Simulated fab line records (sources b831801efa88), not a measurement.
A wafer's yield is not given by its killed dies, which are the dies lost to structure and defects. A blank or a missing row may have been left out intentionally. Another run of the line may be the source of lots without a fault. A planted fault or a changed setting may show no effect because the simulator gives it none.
Struck lot and sound lot, side by side / flow gf180mcu / 15 out of 602 route steps
Sound: wafers L166.1, L166.3, L166.4. Struck: wafers L174.1, L174.5, L174.6. Last of all comes the cause.
Order at every step that has rows: each side's tool, ch and its chambers, its first start. Under that, the readings that differ: sound wafers / struck wafers / difference of the means / sigmas: that difference in standard deviations of wafers without a fault.
alike: same words and numbers on both sides, and readings whose means sit less than 2 such deviations apart. not compared: any withheld reading, any reading some wafer has no value for, any bound like >300 that may hide the same value, and any number with overlapping values for which the record gives no deviation.
A row with sigmas, a row that says differs or no value, or rows on one side alone: a step with any of these is where the two part. Numbers that don't overlap but have no deviation are shown without sigmas and don't part them. A reading missing from all wafers of one side parts the sides only when that side holds two or more wafers.

first, 2 steps without rows for these wafers: GF_V2_SOFTBAKE_10 (time 60 s); GF_V2_EXPOSE_11 (exposes mask Via2, target cd 260 nm).
GF_V2_PEB_12: peb time 91.89 s.
  sound on litho track-04 ch 0; struck on litho track-03 ch 0
  alike: plate sensor t centre C, plate sensor t edge C
then, 1 step without rows for these wafers: GF_V2_DEVELOP_13 (develop time 60 s).
GF_V2_CD_MEAS_14 targets a cd of 260 nm.
  sound on cd sem-01 at day 21 01:49; struck on cd sem-01 at day 23 04:53
  alike: cd nm
GF_V2_OVL_MEAS_15:
  sound on overlay-01 at day 21 01:56; struck on overlay-01 at day 23 05:01
  alike: V2_OVL
GF_V2_ETCH_16: etches BARC in N2/H2.
  sound on rie diel-03 ch 0,2,3, day 21 01:59; struck on rie diel-01 ch 0,1,2, day 23 05:02
  alike: drypump motor current A, n2 flow sccm, oes product au, rf fwd power W, throttle valve pct
then, 1 step without rows for these wafers: GF_V2_ETCH_17 (etches SiO2 in C4F8/O2/Ar, stops on TiN, target depth 630 nm).
GF_V2_STRIP_18: strips in O2/N2.
  sound on plasma asher-02 ch 0,1, day 21 02:06; struck on plasma asher-04 ch 0,1, day 23 05:10
  alike: drypump motor current A, heater power w, n2 flow sccm, oes product au
  not compared: rf hours counter h
then, 2 steps without rows for these wafers: GF_V2_STRIP_19 (strips in post etch residue remover, time 1200 s); GF_V2_CLEAN_20 (cleans in DIW).
GF_V2_SPUTTER_21: material Ti, target thk 15 nm, time 80.02 s.
  sound on pvd sputter-02 at day 21 03:40; struck on pvd sputter-04 at day 23 05:45
  alike: substrate temp c, throttle valve pct
GF_V2_SPUTTER_22: material TiN, target thk 10 nm, time 40 s.
  sound on pvd sputter-02 at day 21 03:43; struck on pvd sputter-04 at day 23 05:49
reading=model.TiN_of_V2_SPUTTER_22.thk nm (nm); sound=10.26 9.951 10.22; struck=16.36 16.31 16.46; difference=+6.23; sigmas=
  alike: throttle valve pct
GF_V2_CVD_23: deposits W, target thk 350 nm, time 104.94 s.
  sound on cvd w-02 ch 0, day 21 03:46; struck on cvd w-01 ch 0,1, day 23 05:51
  alike: heater power w
GF_PASSIVATION_PROBE_99:
  the record holds rows for the sound wafers here (prober-02, day 29 20:22) but none for the struck ones

== WHERE THEY PART ==
Within this record, at GF_PASSIVATION_PROBE_99 only.

WHY: the cause the simulator had injected
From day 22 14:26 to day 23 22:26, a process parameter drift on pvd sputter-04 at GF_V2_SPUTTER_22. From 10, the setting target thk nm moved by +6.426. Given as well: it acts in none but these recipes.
